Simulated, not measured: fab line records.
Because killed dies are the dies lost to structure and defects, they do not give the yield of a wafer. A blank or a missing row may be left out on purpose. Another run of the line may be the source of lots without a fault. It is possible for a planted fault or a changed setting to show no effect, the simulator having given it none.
The tool behind it: which one? / flow sfq-line / 42 wafers sampled from 14 lots at 1 step of a route of 325

## WHAT THE GAUGES SHOWED, per wafer
Not one reading of a measure or inspect step in the record can be checked against a usual standard deviation.

## WHICH TOOL RAN EACH LOT (tool, then ch and the chambers of the sampled wafers, then the start)
lot=L345; SFQ_TRILAYER_M6_STRIP_STRIP_163=rie-metal-03 ch 0,1, day 77 13:47
lot=L346; SFQ_TRILAYER_M6_STRIP_STRIP_163=rie-metal-02 ch 0,1, day 77 16:11
lot=L347; SFQ_TRILAYER_M6_STRIP_STRIP_163=rie-metal-03 ch 0,1, day 77 18:35
lot=L348; SFQ_TRILAYER_M6_STRIP_STRIP_163=rie-metal-02 ch 0,1, day 77 19:47
lot=L349; SFQ_TRILAYER_M6_STRIP_STRIP_163=rie-metal-01 ch 0,1, day 77 21:11
lot=L353; SFQ_TRILAYER_M6_STRIP_STRIP_163=rie-metal-01 ch 0,1, day 79 00:44
lot=L354; SFQ_TRILAYER_M6_STRIP_STRIP_163=rie-metal-01 ch 0,1, day 79 05:41
lot=L362; SFQ_TRILAYER_M6_STRIP_STRIP_163=rie-metal-02 ch 1, day 82 20:17
lot=L363; SFQ_TRILAYER_M6_STRIP_STRIP_163=rie-metal-03 ch 0,1, day 82 20:54
lot=L364; SFQ_TRILAYER_M6_STRIP_STRIP_163=rie-metal-01 ch 0,1, day 82 23:18
lot=L365; SFQ_TRILAYER_M6_STRIP_STRIP_163=rie-metal-01 ch 0,1, day 84 20:51
lot=L366; SFQ_TRILAYER_M6_STRIP_STRIP_163=rie-metal-01 ch 0,1, day 86 06:34
lot=L367; SFQ_TRILAYER_M6_STRIP_STRIP_163=rie-metal-03 ch 0,1, day 86 07:40
lot=L368; SFQ_TRILAYER_M6_STRIP_STRIP_163=rie-metal-03 ch 0,1, day 86 10:04
- SFQ_TRILAYER_M6_STRIP_STRIP_163: strips in O2.

## WHAT THE TOOLS THEMSELVES READ (means of the sampled wafers that have a number; where no wafer has one, the mark that the record gives instead)
SFQ_TRILAYER_M6_STRIP_STRIP_163. Usual: drypump-motor-current-A 5.7 A, standard deviation 0.46; he-backside-leak-sccm 3.60 sccm, standard deviation 0.2; oes-product-au 0.999 a.u., standard deviation 0.0076.
lot=L345; tool=rie-metal-03; drypump-motor-current-A (A)=5.3; he-backside-leak-sccm (sccm)=3.70; oes-product-au (a.u.)=0.994; flag=
lot=L346; tool=rie-metal-02; drypump-motor-current-A (A)=6.2; he-backside-leak-sccm (sccm)=3.74; oes-product-au (a.u.)=1.001; flag=
lot=L347; tool=rie-metal-03; drypump-motor-current-A (A)=5.3; he-backside-leak-sccm (sccm)=3.59; oes-product-au (a.u.)=0.996; flag=
lot=L348; tool=rie-metal-02; drypump-motor-current-A (A)=6.1; he-backside-leak-sccm (sccm)=3.91; oes-product-au (a.u.)=1.004; flag=
lot=L349; tool=rie-metal-01; drypump-motor-current-A (A)=5.6; he-backside-leak-sccm (sccm)=3.60; oes-product-au (a.u.)=0.997; flag=
lot=L353; tool=rie-metal-01; drypump-motor-current-A (A)=5.7; he-backside-leak-sccm (sccm)=3.54; oes-product-au (a.u.)=1.002; flag=
lot=L354; tool=rie-metal-01; drypump-motor-current-A (A)=5.6; he-backside-leak-sccm (sccm)=3.41; oes-product-au (a.u.)=0.996; flag=
lot=L362; tool=rie-metal-02; drypump-motor-current-A (A)=6.3; he-backside-leak-sccm (sccm)=3.75; oes-product-au (a.u.)=1.004; flag=
lot=L363; tool=rie-metal-03; drypump-motor-current-A (A)=5.3; he-backside-leak-sccm (sccm)=3.66; oes-product-au (a.u.)=0.999; flag=
lot=L364; tool=rie-metal-01; drypump-motor-current-A (A)=5.5; he-backside-leak-sccm (sccm)=3.37; oes-product-au (a.u.)=1.004; flag=
lot=L365; tool=rie-metal-01; drypump-motor-current-A (A)=5.6; he-backside-leak-sccm (sccm)=3.45; oes-product-au (a.u.)=0.992; flag=
lot=L366; tool=rie-metal-01; drypump-motor-current-A (A)=5.6; he-backside-leak-sccm (sccm)=3.44; oes-product-au (a.u.)=0.995; flag=
lot=L367; tool=rie-metal-03; drypump-motor-current-A (A)=5.1; he-backside-leak-sccm (sccm)=3.75; oes-product-au (a.u.)=0.993; flag=
lot=L368; tool=rie-metal-03; drypump-motor-current-A (A)=5.0; he-backside-leak-sccm (sccm)=3.58; oes-product-au (a.u.)=0.992; flag=

## THE ANSWER, worked out from the rows above alone
Rule: lot off if the mean of its wafers having a number is beyond 3 standard deviations from the usual mean. A lot without any number at a reading at which 4 lots or more have one is off too. The other lots that the step has rows for count as sound. Order of review: gauges by route order, followed by the tools' own readings, for which a lot's mean as printed above is used. At the first step where some lot is off, the reading lying furthest off is the one used; lots without a number count as furthest.
Nothing can be told from this: no lot is off at any reading shown.

## WHAT THE SIMULATOR HAD INSERTED
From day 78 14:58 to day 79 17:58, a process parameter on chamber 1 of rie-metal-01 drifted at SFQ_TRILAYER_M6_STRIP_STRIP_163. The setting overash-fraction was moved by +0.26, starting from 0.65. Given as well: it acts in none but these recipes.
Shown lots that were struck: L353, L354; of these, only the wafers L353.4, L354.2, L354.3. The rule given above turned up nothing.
